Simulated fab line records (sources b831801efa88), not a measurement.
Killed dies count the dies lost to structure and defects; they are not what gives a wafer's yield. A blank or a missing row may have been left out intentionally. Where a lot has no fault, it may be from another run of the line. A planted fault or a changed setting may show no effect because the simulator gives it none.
Comparing a struck lot with a sound one + flow sfq-line + 42 steps out of a route of 325
Sound: wafers L973.4, L973.5, L973.6. Struck: wafers L961.2, L961.6. Last of all comes the cause.
Per side, at each step with rows, come the tool, then ch with its chambers, and then its first start. Under that, the readings that differ: sound wafers + struck wafers + difference of the means + sigmas: that difference in standard deviations of wafers without a fault.
alike: a reading whose means differ by less than 2 such deviations, as well as words and numbers matching on both sides. not compared: withheld readings; readings where some wafer has no value; bounds like >300 that might hide an equal value; numbers whose values overlap and for which the record gives no deviation.
The two part at a step that has a row with sigmas, a row that says differs or no value, or rows on one side only. Numbers that have no deviation but don't overlap get no sigmas and don't part them. A reading that every wafer of one side lacks parts them only if that side has two wafers or more.

first, 6 steps without rows for these wafers: SFQ_TRILAYER_I3_VIA_LITHO_COAT_090 (resist thk 62 nm); SFQ_TRILAYER_I3_VIA_LITHO_COAT_085 (resist thk 650 nm); SFQ_TRILAYER_I3_VIA_LITHO_SOFTBAKE_089; SFQ_TRILAYER_I3_VIA_LITHO_EXPOSE_086 (exposes mask I3, target cd 500 nm); SFQ_TRILAYER_I3_VIA_LITHO_PEB_088 (peb time 60 s); SFQ_TRILAYER_I3_VIA_LITHO_DEVELOP_087 (time 60 s).
SFQ_I3_OVL_MEAS_923:
  struck on overlay-02, day 41 17:33; sound on overlay-01, day 45 04:10
  alike: I3_OVL
then, 5 steps without rows for these wafers: SFQ_TRILAYER_I3_VIA_BARC_OPEN_VIA_ETCH_121 (etches BARC in O2, target depth 125 nm, time 41.7 s); SFQ_TRILAYER_I3_VIA_ETCH_VIA_ETCH_088 (etches SiO2 in CHF3, stops on Nb, target depth 260 nm); SFQ_TRILAYER_I3_VIA_STRIP_STRIP_089 (strips in O2); SFQ_TRILAYER_I3_VIA_STRIP_SOLV_CLEAN_090 (cleans in NMP, time 600 s); SFQ_TRILAYER_M4_DEP_PRE_CLEAN_092 (time 22.5 s).
SFQ_TRILAYER_M4_DEP_SPUTTER_091: material Nb, target thk 200 nm, time 133.3 s.
  struck on pvd-sputter-06, day 41 19:08; sound on pvd-sputter-06, day 45 05:09
| reading                                             | sound             | struck      | difference | sigmas |
|-----------------------------------------------------|-------------------|-------------|------------|--------|
| model.Nb_of_TRILAYER_M4_DEP_SPUTTER_091.thk-nm (nm) | 201.2 206.1 203.1 | 179.2 178.8 | -24.5      |        |
  alike: chamber-pressure-pa, throttle-valve-pct
SFQ_M4_RS_MEAS_924: measures by four-point-probe.
  struck on film-metro-02, day 41 19:15; sound on film-metro-02, day 45 05:18
| reading           | sound             | struck      | difference | sigmas |
|-------------------|-------------------|-------------|------------|--------|
| M4_NB_RS (ohm/sq) | 0.882 0.861 0.873 | 0.994 0.993 | +0.122     | +10    |
then, 6 steps without rows for these wafers: SFQ_TRILAYER_M4_LITHO_COAT_098 (resist thk 62 nm); SFQ_TRILAYER_M4_LITHO_COAT_093 (resist thk 600 nm); SFQ_TRILAYER_M4_LITHO_SOFTBAKE_097; SFQ_TRILAYER_M4_LITHO_EXPOSE_094 (exposes mask M4, target cd 500 nm); SFQ_TRILAYER_M4_LITHO_PEB_096 (peb time 60 s); SFQ_TRILAYER_M4_LITHO_DEVELOP_095 (time 60 s).
SFQ_M4_OVL_MEAS_926:
  struck on overlay-01, day 41 22:16; sound on overlay-02, day 45 22:10
  alike: M4_OVL
SFQ_TRILAYER_M4_BARC_OPEN_METAL_ETCH_123: etches BARC in O2, target depth 125 nm, time 41.7 s.
  sound on rie-metal-02 ch 0,1, day 45 22:13; struck on rie-metal-03 ch 0, day 41 22:18
  alike: drypump-motor-current-A, oes-product-au
  not compared: rf-hours-counter-h
SFQ_TRILAYER_M4_ETCH_METAL_ETCH_096: etches Nb in Cl2/Ar, stops on SiO2, target depth 240 nm, time 120 s.
  sound on rie-metal-02 ch 0,1, day 45 22:17; struck on rie-metal-03 ch 0, day 41 22:22
| reading               | sound             | struck      | difference | sigmas |
|-----------------------|-------------------|-------------|------------|--------|
| oes-product-au (a.u.) | 0.888 0.910 0.906 | 0.845 0.833 | -0.062     | -8     |
  alike: drypump-motor-current-A
  not compared: rf-hours-counter-h
then, 3 steps without rows for these wafers: SFQ_TRILAYER_M4_STRIP_STRIP_097 (strips in O2); SFQ_TRILAYER_M4_STRIP_SOLV_CLEAN_098 (cleans in NMP, time 600 s); SFQ_TRILAYER_I4_DEP_PECVD_099 (deposits SiO2 from SiH4/N2O, time 111.11 s, target thk 500 nm).
SFQ_TRILAYER_I4_CMP_CMP_100: polishes SiO2.
  sound on cmp-01 ch 0,1,3, day 46 12:06; struck on cmp-01 ch 1,3, day 42 14:23
  alike: motor-current-A, retaining-ring-pressure-frac, time-to-endpoint-s
SFQ_I4_BOW_MEAS_927:
  struck on film-metro-04, day 42 16:24; sound on film-metro-04, day 46 13:40
  alike: I4_BOW
SFQ_TRILAYER_I4_METRO_MEASURE_101:
  struck on film-metro-04, day 42 16:42; sound on film-metro-04, day 46 14:19
  alike: thk-nm
then, 6 steps without rows for these wafers: SFQ_TRILAYER_I4_VIA_LITHO_COAT_108 (resist thk 62 nm); SFQ_TRILAYER_I4_VIA_LITHO_COAT_103 (resist thk 650 nm); SFQ_TRILAYER_I4_VIA_LITHO_SOFTBAKE_107; SFQ_TRILAYER_I4_VIA_LITHO_EXPOSE_104 (exposes mask I4, target cd 700 nm); SFQ_TRILAYER_I4_VIA_LITHO_PEB_106 (peb time 60 s); SFQ_TRILAYER_I4_VIA_LITHO_DEVELOP_105 (time 60 s).
-- the record jumps here: 6 days lie between the struck wafers' starts before and after --
SFQ_I4_OVL_MEAS_928:
  struck on overlay-01, day 48 09:40; sound on overlay-02, day 50 22:08
  alike: I4_OVL
SFQ_TRILAYER_I4_VIA_BARC_OPEN_VIA_ETCH_146: etches BARC in O2, target depth 125 nm, time 41.7 s.
  sound on rie-diel-03 ch 1,2, day 50 22:08; struck on rie-diel-02 ch 0, day 48 09:42
  alike: drypump-motor-current-A, oes-product-au
  not compared: rf-hours-counter-h
then, 1 step without rows for these wafers: SFQ_TRILAYER_I4_VIA_ETCH_VIA_ETCH_106 (etches SiO2 in CHF3, stops on Nb, target depth 260 nm).
SFQ_TRILAYER_I4_VIA_STRIP_STRIP_107: strips in O2.
  sound on rie-metal-02 ch 0,1, day 50 22:30; struck on rie-metal-01 ch 0,1, day 48 09:51
  alike: drypump-motor-current-A, oes-product-au
  not compared: rf-hours-counter-h
then, 2 steps without rows for these wafers: SFQ_TRILAYER_I4_VIA_STRIP_SOLV_CLEAN_108 (cleans in NMP, time 600 s); SFQ_TRILAYER_JJ_TRILAYER_DEP_PRE_CLEAN_113 (time 22.5 s).
-- the record jumps here: 32 days lie between the struck wafers' starts before and after --
SFQ_M8_BOW_MEAS_951:
  struck on film-metro-04, day 80 07:47; sound on film-metro-01, day 85 19:34
| reading                 | sound                | struck        | difference | sigmas |
|-------------------------|----------------------|---------------|------------|--------|
| model.etest.m4.ohm-um   | 1.79 1.75 1.769      | 1.994 2.006   | +0.230     |        |
| model.etest.i3.link-ohm | 1.952 1.939 1.937    | 2.085 2.074   | +0.137     |        |
| model.etest.m4.ohm-sq   | 0.8829 0.8619 0.8746 | 0.9914 0.9935 | +0.1193    |        |
| model.etest.i4.link-ohm | 2.171 2.158 2.139    | 2.278 2.251   | +0.109     |        |
  alike: M8_BOW

## WHERE THEY PART
Earliest at SFQ_M4_RS_MEAS_924; latest, in this record, at SFQ_TRILAYER_M4_ETCH_METAL_ETCH_096. Later steps at which nothing parts them and some readings are alike: SFQ_TRILAYER_I4_CMP_CMP_100, SFQ_I4_BOW_MEAS_927, SFQ_TRILAYER_I4_METRO_MEASURE_101, SFQ_I4_OVL_MEAS_928, SFQ_TRILAYER_I4_VIA_BARC_OPEN_VIA_ETCH_146, SFQ_TRILAYER_I4_VIA_STRIP_STRIP_107, SFQ_M8_BOW_MEAS_951.

WHY: what the simulator had put in
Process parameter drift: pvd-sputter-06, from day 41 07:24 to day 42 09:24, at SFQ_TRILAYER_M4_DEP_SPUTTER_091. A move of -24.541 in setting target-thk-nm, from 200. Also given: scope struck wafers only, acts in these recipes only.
